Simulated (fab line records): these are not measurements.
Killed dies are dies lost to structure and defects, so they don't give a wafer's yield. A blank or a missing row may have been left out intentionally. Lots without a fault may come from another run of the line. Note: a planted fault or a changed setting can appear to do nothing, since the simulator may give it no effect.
One fault through the eyes of 2 desks    flow gf180mcu    only its own numbers are on each desk; what lay behind them is given at the end

## DESK OF THE TOOL OWNER: implanter-03
For each lot that ran on this tool, the mean over its sampled wafers that have a number, from the tool's own readings at GF_NWELL_IMPLANT_09. If a lot's mean is further than 4 standard deviations from the usual mean, the lot is out of limits and carries the mark OUT (the distance appears in the brackets).
Columns: A = beam on s at GF_NWELL_IMPLANT_09, usual 10.02 s; B = faraday current uA at GF_NWELL_IMPLANT_09, usual 22.5
lot   first seen here  A                 B
L911  day 3 23:05      10.07             22.4
L913  day 4 07:03      10.06             22.4
L920  day 5 19:45      9.95              22.7
L926  day 7 03:47      11.06 (+5.5) OUT  20.5 (-4.8) OUT
This desk's finding: out of limits on L926; first on L926, day 7 03:47 (beam on s at GF_NWELL_IMPLANT_09). L911, L913, L920: within limits.

## AT THE METROLOGY DESK
Means of the sampled wafers that have a number, per lot and without regard to the tool the lot ran on: this is what the gauges read. If a lot's mean is further than 4 standard deviations from the usual mean, the lot is out of limits and carries the mark OUT (the distance appears in the brackets).
Columns: A = STI_OXIDATION_01_THK at GF_STI_THK_MEAS_22, usual 14.9 nm; B = NWELL_RS at GF_VT_IMPLANT_RS_MEAS_47, usual 487.1 ohm/sq
lot   first seen here  A     B
L910  day 2 08:33      15.1  486.9
L911  day 2 15:11      14.8  486.6
L912  day 2 22:55      14.4  487.2
L913  day 3 00:28      14.8  485.3
L915  day 3 11:41      14.6  487.4
L916  day 3 17:29      15.1  487.3
L917  day 3 20:19      15.3  488.6
L918  day 4 02:08      14.3  487.5
L919  day 4 07:53      15.3  487.9
L920  day 4 11:34      15.1  487.4
L923  day 5 05:10      14.7  486.5
L926  day 5 18:29      15.2  483.3
L932  day 7 01:17      15.0  486.5
Finding of this desk: none of the 13 lots has anything out of limits.

## ALL TOGETHER
The tool owner's desk had the chance to raise an alarm at day 7 03:47 on L926.
At the metrology desk, nothing out of limits was observed.
The metrology desk has L926 on record, within its limits.
Of the lots named, all ran GF_NWELL_IMPLANT_09 on implanter-03.

## WHAT THE SIMULATOR PUT IN
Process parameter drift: implanter-03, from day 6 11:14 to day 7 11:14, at GF_NWELL_IMPLANT_09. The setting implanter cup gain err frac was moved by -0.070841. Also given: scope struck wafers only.
Shown lots that were struck: L926.
How many hours passed from the start of the fault until each desk's first out-of-limits reading: the tool owner's desk, 17.
